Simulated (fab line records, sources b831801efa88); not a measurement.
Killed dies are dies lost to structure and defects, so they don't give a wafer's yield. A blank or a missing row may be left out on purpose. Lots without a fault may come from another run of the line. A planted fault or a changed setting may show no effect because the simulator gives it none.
Problem report in the 8D (eight disciplines) form, filled by code | flow sky130 | the parts of the form that need people (team, actions taken, sign-off) are left out

1. THE PROBLEM
cd_nm at SKY_CONTACT_CD_MEAS_14 reads a mean of 188.9 nm on 11 wafers of 4 lots; wafers without a fault read 169.9 nm with a standard deviation of 1.3. That is +15 standard deviations from the usual mean.
The step: target cd 170 nm.
First seen on wafer L225.1, day 33 19:24, on cd_sem-02. The record holds 32 wafers of 11 lots with a number at this step. Rule for "out", or "out of limits": more than 4 standard deviations from the usual mean. The other wafers with a number count as sound.

2. WHAT IT IS AND WHAT IT IS NOT
question                    | is                     | is not
which readings at this step | cd_nm                  | -
which lots                  | L225, L227, L228, L229 | L219, L220, L222, L223, L232, L236, L238
which wafers of those lots  | all that have a number | -
read on which gauges        | cd_sem-02              | cd_sem-01
when                        | from day 33 19:24      | up to then (12 sound wafers); but 9 sound wafers of L232, L236, L238 came after

3. SUSPECTS, AND WHAT RULES EACH OUT
Counting: a tool at a process step up to the reading stays a suspect if it ran every lot that is out and no sound lot after the first of them.
- the gauge at SKY_CONTACT_CD_MEAS_14: ruled out. All the wafers that are out were read on cd_sem-02, but those of them that SKY_CONTACT_EXPOSE_11 has rows for are out there too, on other tools.
- krf_scanner-01 at SKY_CONTACT_EXPOSE_11 (exposes mask CTM1, target cd 170 nm): kept. It ran every lot that is out, first L225 (day 33 06:20), and no sound lot after that; its last sound lot up to then is L222 (day 32 15:37). Its own readings are out on those wafers: exposure_dose_mJ_cm2.
Left after counting: krf_scanner-01 at SKY_CONTACT_EXPOSE_11.

4. THE CAUSE (what the simulator had put in)
Process parameter drift: krf_scanner-01, from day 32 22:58 on, at SKY_CONTACT_EXPOSE_11. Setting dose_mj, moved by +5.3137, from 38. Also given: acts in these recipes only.
Counting left only this tool.

5. THE CHAIN OF EFFECTS, in route order
Each row: a reading whose mean over the struck wafers that have a number lies more than 3 standard deviations from the usual. Only readings for which the record gives a usual standard deviation are gone through. hours: the time from each lot's start at the first step in this table that gives one to its start at this step, as a median over the lots. sigmas: the change in usual standard deviations.
hours | step                   | reading              | usual    | on struck wafers | change | sigmas
0     | SKY_CONTACT_EXPOSE_11  | exposure_dose_mJ_cm2 | 37.99    | 42.01            | +4.02  | +99 or more
13    | SKY_CONTACT_CD_MEAS_14 | cd_nm                | 169.9 nm | 188.9            | +19.0  | +15
337   | SKY_PAD_OPEN_PROBE_99  | killed_at_contacts   | 24       | 44               | +20    | +3.9
337   | SKY_PAD_OPEN_PROBE_99  | killed_on_rim        | 17       | 28               | +11    | +3.1
The process steps in it:
- SKY_CONTACT_EXPOSE_11: exposes mask CTM1, target cd 170 nm.
- SKY_PAD_OPEN_PROBE_99
Later measuring or inspecting steps at which every struck wafer that the step has a row for has a number for every such reading, and none has moved that far: SKY_CONTACT_RS_MEAS_25.

6. WHAT WOULD HAVE CAUGHT IT SOONER
In this record the first reading out of limits at a measuring or inspecting step was taken at day 33 19:24, 20 hours after the fault began at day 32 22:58.
The tool's own readings at SKY_CONTACT_EXPOSE_11 were out on every struck wafer that the step has a row for (exposure_dose_mJ_cm2): an alarm limit on them would have fired on the first of those.
Of the lots that are out (4), L227, L228, L229 began SKY_CONTACT_EXPOSE_11 on krf_scanner-01 after day 33 19:24. A hold on the tool at that time would have spared those 3.
